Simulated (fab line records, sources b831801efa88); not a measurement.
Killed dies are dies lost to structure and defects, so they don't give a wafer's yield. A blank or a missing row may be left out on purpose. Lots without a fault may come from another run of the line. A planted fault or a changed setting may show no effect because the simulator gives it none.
fab line records | flow gf180mcu
record lots=24 wafers=72 last_day=34
route steps=602 shown CONTACT@291 V2@383 V3@434 V4@478
lots that met no fault: from a run of the same line without faults
start_h: hours from the record's first day to the start of the lot's first wafer shown | wait_h: hours since the lot's step before | " the same as in the row above | L1.1+2: a row that stands for several wafers | - no value, or no start given | * or withheld: withheld | < > ~ a bound
route shown NAME@n: a module of which the file shows steps, and the number in the route of the first | usual: mean/standard deviation of fault-free wafers | same: alike in all rows | chamber/n: place in a boat | sites: the reading at each site | _std_site: their standard deviation | _edge_site: outer sites' mean less inner sites' | radius_mm: how far each site lies from the wafer's centre | mask NAME#n: copy n | behind: the tool/chamber that last shaped the wafer | hold: why the lot was held/for how many hours/how that ended | device: the transistor (n, p or np) that didn't switch | end of line: the same wafers' tests at the end of the route | a step without rows: its recipe alone | killed: dies lost to structure and defects at the first sort, not the wafer's yield | map: a wafer's dies, x killed, . not, _ none there
set.NAME: the setting as run; set.NAME@STEP: as run at that earlier step | model.NAME: the simulator's own value behind a step, which no gauge read
steps of the route over a sample of lots; a table a step, a row a wafer
services: from which hour (start_h, from the record's first day; less than 0 if before it) a tool's chamber was out of use, for how many hours, and why
## steps
# step GF_CONTACT_CMP_04
# recipe material=SiO2 down_force_psi=4 platen_rpm=60 pad_velocity_m_s=0.94248
# usual motor_current_A=12.2/0.9 time_to_endpoint_s=113/6.8
# columns lot.wafer tool chamber start_h wait_h motor_current_A time_to_endpoint_s
L074.2 cmp-02 0 339.86 0.1 12.3 117
L074.6 " 2 " " 13.1 118
L074.5 " 3 " " 11.0 115
L075.4 cmp-02 0 344.20 0.1 12.5 120
L075.3 " 1 " " 12.5 104
L075.5 " 0 " " 12.7 117
L076.2 cmp-02 2 354.31 0.0 13.4 110
L076.5 " 2 " " 12.9 110
L076.6 " 3 " " 11.5 112
L077.1 cmp-02 0 369.05 0.1 12.3 117
L077.2 " 2 " " 13.3 116
L077.6 " 0 " " 12.8 119
L078.1 cmp-02 2 373.41 0.1 13.7 119
L078.2 " 3 " " 11.0 112
L078.3 " 1 " " 12.1 110
L079.2 cmp-02 2 383.49 0.1 13.9 116
L079.6 " 0 " " 12.4 120
L079.5 " 1 " " 11.9 119
L080.4 cmp-02 0 395.02 0.1 12.0 120
L080.3 " 1 " " 12.6 108
L080.1 " 2 " " 13.2 116
L081.1 cmp-02 2 398.41 0.1 13.4 112
L081.4 " 3 " " 11.3 116
L081.6 " 0 " " 12.2 123
L082.4 cmp-02 3 412.89 0.1 11.8 115
L082.3 " 1 " " 12.5 103
L082.5 " 2 " " 13.1 118
L083.4 cmp-02 1 420.23 0.1 12.1 111
L083.2 " 2 " " 13.3 110
L083.1 " 3 " " 11.4 111
L084.3 cmp-02 2 427.19 0.1 13.4 108
L084.1 " 0 " " 12.5 114
L084.6 " 1 " " 12.3 108
L085.3 cmp-02 1 437.14 0.1 11.3 101
L085.4 " 2 " " 12.7 117
L085.5 " 0 " " 12.2 117
L086.2 cmp-01 3 449.00 0.0 11.8 110
L086.1 " 1 " " 10.7 117
L086.6 " 0 " " 12.1 125
L087.3 cmp-02 3 452.63 0.1 11.6 108
L087.4 " 0 " " 12.0 112
L087.5 " 1 " " 11.9 113
L088.1 cmp-02 3 458.04 0.2 11.5 106
L088.2 " 1 " " 12.5 98
L088.6 " 0 " " 12.2 115
L089.4 cmp-01 1 472.45 0.0 10.2 127
L089.3 " 2 " " 13.7 117
L089.5 " 2 " " 13.4 123
L090.3 cmp-01 2 481.10 0.1 13.6 107
L090.1 " 0 " " 11.3 117
L090.6 " 2 " " 14.0 117
L091.1 cmp-02 1 486.24 0.1 12.6 92
L091.2 " 2 " " 13.8 101
L091.5 " 3 " " 11.4 101
L092.3 cmp-02 2 493.02 0.1 13.1 112
L092.5 " 1 " " 12.7 105
L092.6 " 2 " " 13.2 116
L093.1 cmp-01 3 501.91 0.1 11.0 121
L093.2 " 1 " " 10.8 120
L093.5 " 3 " " 10.7 120
L094.3 cmp-02 3 518.21 0.1 11.3 99
L094.2 " 0 " " 12.6 107
L094.6 " 1 " " 12.0 98
L095.4 cmp-01 0 518.50 0.1 12.3 118
L095.2 " 1 " " 10.3 113
L095.5 " 3 " " 11.6 113
L096.2 cmp-02 3 526.75 0.1 11.2 112
L096.3 " 0 " " 12.7 111
L096.6 " 2 " " 12.9 114
L097.2 cmp-01 3 531.22 0.2 11.5 118
L097.5 " 0 " " 12.2 120
L097.6 " 1 " " 10.2 126
# step GF_V2_THK_MEAS_01
# recipe reads=SiO2_of_V2_CVD_00
# usual V2_CVD_00_THK=601/7.8
# columns lot.wafer tool chamber start_h wait_h V2_CVD_00_THK[nm]
L074.2 film_metro-02 - 436.42 0.0 597
L074.5 " - " " 611
L074.6 " - " " 595
L075.3 film_metro-04 - 441.33 0.1 588
L075.4 " - " " 585
L075.5 " - " " 591
L076.2 film_metro-04 - 453.76 0.0 598
L076.5 " - " " 603
L076.6 " - " " 596
L077.1 film_metro-04 - 469.34 0.0 597
L077.2 " - " " 618
L077.6 " - " " 594
L078.1 film_metro-02 - 475.20 0.0 615
L078.2 " - " " 601
L078.3 " - " " 597
L079.2 film_metro-04 - 483.50 0.0 603
L079.5 " - " " 607
L079.6 " - " " 603
L080.1 film_metro-04 - 496.81 0.0 593
L080.3 " - " " 608
L080.4 " - " " 586
L081.1 film_metro-01 - 500.07 0.0 607
L081.4 " - " " 605
L081.6 " - " " 609
L082.3 film_metro-02 - 515.31 0.1 592
L082.4 " - " " 596
L082.5 " - " " 603
L083.1 film_metro-02 - 522.36 0.0 602
L083.2 " - " " 593
L083.4 " - " " 595
L084.1 film_metro-04 - 528.97 0.0 604
L084.3 " - " " 609
L084.6 " - " " 602
L085.3 film_metro-02 - 537.51 0.1 587
L085.4 " - " " 593
L085.5 " - " " 595
L086.1 film_metro-01 - 548.96 0.0 602
L086.2 " - " " 614
L086.6 " - " " 610
L087.3 film_metro-02 - 552.03 0.1 606
L087.4 " - " " 601
L087.5 " - " " 609
L088.1 film_metro-02 - 556.72 0.0 604
L088.2 " - " " 603
L088.6 " - " " 607
L089.3 film_metro-01 - 571.56 0.1 622
L089.4 " - " " 610
L089.5 " - " " 611
L090.1 film_metro-01 - 577.34 0.0 588
L090.3 " - " " 592
L090.6 " - " " 590
L091.1 film_metro-04 - 582.88 0.0 608
L091.2 " - " " 606
L091.5 " - " " 607
L092.3 film_metro-04 - 589.09 0.1 601
L092.5 " - " " 602
L092.6 " - " " 598
L093.1 film_metro-02 - 596.97 0.0 607
L093.2 " - " " 610
L093.5 " - " " 604
L094.2 film_metro-02 - 611.96 0.0 596
L094.3 " - " " 598
L094.6 " - " " 589
L095.2 film_metro-04 - 612.79 0.0 609
L095.4 " - " " 602
L095.5 " - " " 607
L096.2 film_metro-02 - 621.89 0.0 591
L096.3 " - " " 596
L096.6 " - " " 593
L097.2 film_metro-02 - 624.62 0.0 603
L097.5 " - " " 602
L097.6 " - " " 607
# step GF_V3_BOW_MEAS_05
# recipe mode=bow
# usual V3_BOW=119/9.4
# columns lot.wafer tool chamber start_h wait_h V3_BOW[um]
L074.2 film_metro-02 - 487.80 0.2 115
L074.5 " - " " 120
L074.6 " - " " 124
L075.3 film_metro-02 - 493.49 0.2 125
L075.4 " - " " 118
L075.5 " - " " 123
L076.2 film_metro-03 - 505.57 0.1 129
L076.5 " - " " 106
L076.6 " - " " 114
L077.1 film_metro-04 - 520.65 0.2 111
L077.2 " - " " 115
L077.6 " - " " 118
L078.1 film_metro-03 - 526.56 0.2 125
L078.2 " - " " 127
L078.3 " - " " 124
L079.2 film_metro-03 - 533.60 0.3 107
L079.5 " - " " 115
L079.6 " - " " 118
L080.1 film_metro-04 - 547.48 0.2 119
L080.3 " - " " 109
L080.4 " - " " 117
L081.1 film_metro-03 - 548.72 0.2 110
L081.4 " - " " 117
L081.6 " - " " 116
L082.3 film_metro-02 - 564.87 0.2 138
L082.4 " - " " 152
L082.5 " - " " 144
L083.1 film_metro-03 - 570.87 0.1 117
L083.2 " - " " 107
L083.4 " - " " 107
L084.1 film_metro-04 - 576.64 0.1 114
L084.3 " - " " 116
L084.6 " - " " 112
L085.3 film_metro-03 - 586.05 0.2 101
L085.4 " - " " 100
L085.5 " - " " 104
L086.1 film_metro-03 - 599.86 0.2 126
L086.2 " - " " 116
L086.6 " - " " 120
L087.3 film_metro-04 - 600.86 0.2 111
L087.4 " - " " 124
L087.5 " - " " 107
L088.1 film_metro-03 - 603.69 0.1 130
L088.2 " - " " 120
L088.6 " - " " 113
L089.3 film_metro-03 - 617.69 0.1 109
L089.4 " - " " 109
L089.5 " - " " 99
L090.1 film_metro-02 - 624.10 0.2 116
L090.3 " - " " 113
L090.6 " - " " 133
L091.1 film_metro-04 - 628.41 0.2 107
L091.2 " - " " 112
L091.5 " - " " 125
L092.3 film_metro-02 - 632.51 0.3 107
L092.5 " - " " 128
L092.6 " - " " 119
L093.1 film_metro-04 - 643.78 0.1 120
L093.2 " - " " 129
L093.5 " - " " 123
L094.2 film_metro-02 - 655.06 0.1 132
L094.3 " - " " 123
L094.6 " - " " 125
L095.2 film_metro-03 - 656.32 0.3 120
L095.4 " - " " 124
L095.5 " - " " 121
L096.2 film_metro-04 - 665.45 0.1 129
L096.3 " - " " 122
L096.6 " - " " 129
L097.2 film_metro-04 - 666.86 0.3 132
L097.5 " - " " 115
L097.6 " - " " 141
# step GF_V4_CVD_02
# recipe material=SiO2 target_thk_nm=850 precursor=TEOS temp_c=400 time_s=94.851 rf_w=600
# usual heater_power_w=665/97 susceptor_temp_C=400.02/0.23
# columns lot.wafer tool chamber start_h wait_h heater_power_w susceptor_temp_C
L074.2 pecvd-02 0 536.71 0.0 693 400.01
L074.5 " 2 " " 675 399.88
L074.6 " 1 " " 639 400.16
L075.3 pecvd-03 2 541.35 0.0 571 400.25
L075.4 " 1 " " 765 400.04
L075.5 " 2 " " 609 400.34
L076.2 pecvd-02 0 552.72 0.0 794 400.37
L076.5 " 1 " " 600 399.88
L076.6 " 0 " " 634 399.96
L077.1 pecvd-02 0 568.31 0.1 688 400.08
L077.2 " 2 " " 623 399.83
L077.6 " 2 " " 667 400.06
L078.1 pecvd-02 0 573.64 0.1 751 400.01
L078.2 " 2 " " 602 399.98
L078.3 " 1 " " 529 400.32
L079.2 pecvd-04 1 580.97 0.0 745 400.01
L079.5 " 1 " " 770 399.82
L079.6 " 0 " " 828 400.09
L080.1 pecvd-02 1 594.14 0.1 658 400.05
L080.3 " 0 " " 731 399.82
L080.4 " 1 " " 530 400.30
L081.1 pecvd-04 1 595.10 0.1 792 400.23
L081.4 " 2 " " 684 400.28
L081.6 " 0 " " 802 399.71
L082.3 pecvd-02 1 608.84 0.0 650 399.90
L082.4 " 1 " " 673 399.70
L082.5 " 0 " " 651 399.98
L083.1 pecvd-04 0 616.82 0.1 860 399.96
L083.2 " 2 " " 596 399.82
L083.4 " 1 " " 773 400.23
L084.1 pecvd-03 0 623.47 0.1 519 400.13
L084.3 " 2 " " 692 399.95
L084.6 " 2 " " 547 400.38
L085.3 pecvd-03 2 630.77 0.0 674 399.90
L085.4 " 0 " " 423 399.99
L085.5 " 2 " " 703 399.77
L086.1 pecvd-04 2 641.93 0.1 585 400.24
L086.2 " 1 " " 778 400.01
L086.6 " 0 " " 688 399.45
L087.3 pecvd-04 1 644.15 0.0 699 399.87
L087.4 " 2 " " 559 400.18
L087.5 " 1 " " 747 399.92
L088.1 pecvd-03 1 647.72 0.1 761 399.96
L088.2 " 2 " " 599 399.97
L088.6 " 0 " " 510 399.67
L089.3 pecvd-02 2 660.22 0.0 604 400.12
L089.4 " 0 " " 784 400.18
L089.5 " 1 " " 524 400.07
L090.1 pecvd-02 1 665.82 0.1 619 400.22
L090.3 " 2 " " 651 400.48
L090.6 " 2 " " 663 400.56
L091.1 pecvd-02 1 670.95 0.1 556 399.86
L091.2 " 2 " " 604 400.21
L091.5 " 1 " " 601 399.76
L092.3 pecvd-04 1 674.37 0.0 633 399.82
L092.5 " 0 " " 863 400.21
L092.6 " 1 " " 710 399.84
L093.1 pecvd-03 1 685.68 0.1 735 400.21
L093.2 " 2 " " 674 399.68
L093.5 " 0 " " 423 400.14
L094.2 pecvd-03 2 695.99 0.0 665 400.22
L094.3 " 1 " " 703 399.97
L094.6 " 1 " " 739 399.87
L095.2 pecvd-04 1 697.44 0.0 663 400.14
L095.4 " 2 " " 657 399.68
L095.5 " 1 " " 736 399.82
L096.2 pecvd-04 0 706.48 0.0 783 399.96
L096.3 " 1 " " 800 399.99
L096.6 " 0 " " 814 400.05
L097.2 pecvd-03 1 707.22 0.0 695 400.03
L097.5 " 0 " " 541 400.24
L097.6 " 2 " " 678 400.00
# step GF_V4_THK_MEAS_03
# recipe reads=SiO2_of_V4_CVD_02
# usual V4_CVD_02_THK=848/9.9
# columns lot.wafer tool chamber start_h wait_h V4_CVD_02_THK[nm]
L074.2 film_metro-02 - 536.79 0.0 863
L074.5 " - " " 867
L074.6 " - " " 861
L075.3 film_metro-02 - 541.44 0.1 830
L075.4 " - " " 844
L075.5 " - " " 839
L076.2 film_metro-01 - 552.80 0.0 837
L076.5 " - " " 850
L076.6 " - " " 852
L077.1 film_metro-01 - 568.38 0.0 864
L077.2 " - " " 851
L077.6 " - " " 863
L078.1 film_metro-01 - 573.71 0.0 835
L078.2 " - " " 837
L078.3 " - " " 835
L079.2 film_metro-02 - 581.05 0.0 843
L079.5 " - " " 845
L079.6 " - " " 860
L080.1 film_metro-01 - 594.21 0.0 850
L080.3 " - " " 844
L080.4 " - " " 862
L081.1 film_metro-02 - 595.17 0.0 844
L081.4 " - " " 852
L081.6 " - " " 855
L082.3 film_metro-02 - 608.93 0.1 844
L082.4 " - " " 852
L082.5 " - " " 863
L083.1 film_metro-02 - 616.89 0.0 854
L083.2 " - " " 834
L083.4 " - " " 859
L084.1 film_metro-02 - 623.54 0.0 837
L084.3 " - " " 829
L084.6 " - " " 852
L085.3 film_metro-01 - 630.86 0.1 851
L085.4 " - " " 844
L085.5 " - " " 848
L086.1 film_metro-01 - 642.00 0.0 835
L086.2 " - " " 838
L086.6 " - " " 850
L087.3 film_metro-01 - 644.24 0.1 839
L087.4 " - " " 848
L087.5 " - " " 864
L088.1 film_metro-04 - 647.79 0.0 849
L088.2 " - " " 852
L088.6 " - " " 857
L089.3 film_metro-04 - 660.31 0.1 840
L089.4 " - " " 853
L089.5 " - " " 864
L090.1 film_metro-01 - 665.89 0.0 852
L090.3 " - " " 846
L090.6 " - " " 859
L091.1 film_metro-02 - 671.02 0.0 838
L091.2 " - " " 833
L091.5 " - " " 857
L092.3 film_metro-02 - 674.46 0.1 847
L092.5 " - " " 857
L092.6 " - " " 866
L093.1 film_metro-04 - 685.75 0.0 838
L093.2 " - " " 843
L093.5 " - " " 856
L094.2 film_metro-02 - 696.07 0.0 853
L094.3 " - " " 828
L094.6 " - " " 845
L095.2 film_metro-04 - 697.52 0.0 845
L095.4 " - " " 855
L095.5 " - " " 855
L096.2 film_metro-01 - 706.56 0.0 850
L096.3 " - " " 843
L096.6 " - " " 864
L097.2 film_metro-01 - 707.30 0.0 829
L097.5 " - " " 851
L097.6 " - " " 864
# step GF_V4_CMP_04
# recipe material=SiO2 down_force_psi=4 platen_rpm=60 pad_velocity_m_s=0.94248
# usual motor_current_A=12.0/1.1 time_to_endpoint_s=77/5.1
# columns lot.wafer tool chamber start_h wait_h motor_current_A time_to_endpoint_s
L074.2 cmp-01 1 536.89 0.1 10.3 89
L074.5 " 0 " " 11.6 88
L074.6 " 1 " " 10.5 85
L075.3 cmp-01 2 541.53 0.1 13.8 73
L075.4 " 0 " " 11.8 77
L075.5 " 1 " " 10.3 80
L076.2 cmp-01 3 553.00 0.2 11.4 77
L076.6 " 0 " " 12.3 88
L076.5 " 1 " " 10.5 86
L077.1 cmp-02 1 568.44 0.1 12.0 76
L077.2 " 3 " " 11.4 78
L077.6 " 1 " " 12.1 77
L078.3 cmp-02 3 573.77 0.0 11.1 69
L078.1 " 1 " " 12.2 65
L078.2 " 2 " " 13.8 69
L079.2 cmp-02 0 581.20 0.1 12.6 81
L079.6 " 2 " " 13.5 85
L079.5 " 3 " " 11.5 80
L080.4 cmp-01 0 594.27 0.0 11.8 80
L080.1 " 1 " " 10.2 79
L080.3 " 3 " " 11.4 72
L081.4 cmp-01 0 598.96 3.8 11.9 80
L081.1 " 1 " " 10.3 78
L081.6 " 1 " " 10.9 80
L082.4 cmp-01 0 609.02 0.1 11.1 80
L082.3 " 2 " " 13.9 75
L082.5 " 0 " " 11.5 81
L083.1 cmp-02 1 616.95 0.1 12.4 79
L083.4 " 2 " " 13.6 82
L083.2 " 3 " " 11.5 74
L084.1 cmp-01 2 623.65 0.1 13.5 67
L084.3 " 3 " " 11.2 66
L084.6 " 1 " " 10.6 80
L085.4 cmp-02 2 630.90 0.0 13.2 77
L085.3 " 1 " " 11.9 78
L085.5 " 3 " " 11.1 81
L086.1 cmp-01 3 642.11 0.1 11.1 70
L086.2 " 0 " " 11.8 74
L086.6 " 3 " " 10.9 79
L087.4 cmp-02 3 644.39 0.1 11.4 77
L087.3 " 0 " " 12.1 80
L087.5 " 2 " " 12.6 85
L088.2 cmp-02 0 647.85 0.0 11.7 83
L088.1 " 2 " " 13.3 82
L088.6 " 0 " " 12.2 85
L089.4 cmp-02 0 660.40 0.1 12.2 83
L089.3 " 1 " " 12.1 69
L089.5 " 3 " " 11.0 87
L090.3 cmp-01 3 666.13 0.2 11.1 75
L090.1 " 0 " " 11.6 77
L090.6 " 3 " " 11.4 79
L091.2 cmp-01 2 672.69 1.6 13.6 68
L091.1 " 3 " " 11.3 71
L091.5 " 3 " " 12.0 76
L092.3 cmp-01 3 674.55 0.1 11.7 72
L092.6 " 2 " " 13.6 80
L092.5 " 3 " " 11.9 76
L093.1 cmp-02 1 685.81 0.1 12.0 68
L093.2 " 3 " " 11.4 74
L093.5 " 1 " " 12.1 75
L094.2 cmp-01 0 696.12 0.0 11.6 82
L094.3 " 3 " " 11.9 69
L094.6 " 0 " " 11.6 79
L095.4 cmp-02 1 697.57 0.0 12.2 76
L095.2 " 0 " " 12.3 80
L095.5 " 2 " " 12.9 79
L096.3 cmp-02 1 706.66 0.1 12.5 68
L096.2 " 2 " " 13.2 79
L096.6 " 0 " " 12.7 85
L097.2 cmp-01 1 707.35 0.0 10.4 74
L097.6 " 1 " " 10.6 86
L097.5 " 2 " " 14.2 81
## services
# columns tool chamber start_h hours kind
cmp-02 - 327.41 4.4 repair
cmp-01 - 349.59 2.0 repair
cmp-01 - 354.08 0.5 repair
cmp-02 - 356.67 0.2 repair
pecvd-02 1 366.73 2.2 repair
pecvd-04 - 368.88 14.0 pm
cmp-01 - 387.03 4.9 pm
pecvd-04 - 392.40 2.8 pm
cmp-02 - 404.29 4.0 pm
cmp-01 - 408.73 9.1 repair
cmp-01 - 457.31 1.9 repair
cmp-01 - 468.15 0.5 repair
pecvd-02 - 493.83 0.6 repair
cmp-02 - 503.72 0.9 repair
cmp-02 - 509.55 1.7 repair
pecvd-02 - 553.71 1.4 repair
cmp-01 - 572.09 4.0 pm
pecvd-02 2 579.12 3.6 repair
cmp-01 - 611.24 4.6 pm
pecvd-02 0 651.85 1.8 repair
cmp-01 - 661.74 1.1 repair
cmp-02 - 665.50 7.9 pm
cmp-01 - 667.58 3.3 repair
cmp-01 - 696.47 1.3 repair
## key
fault none
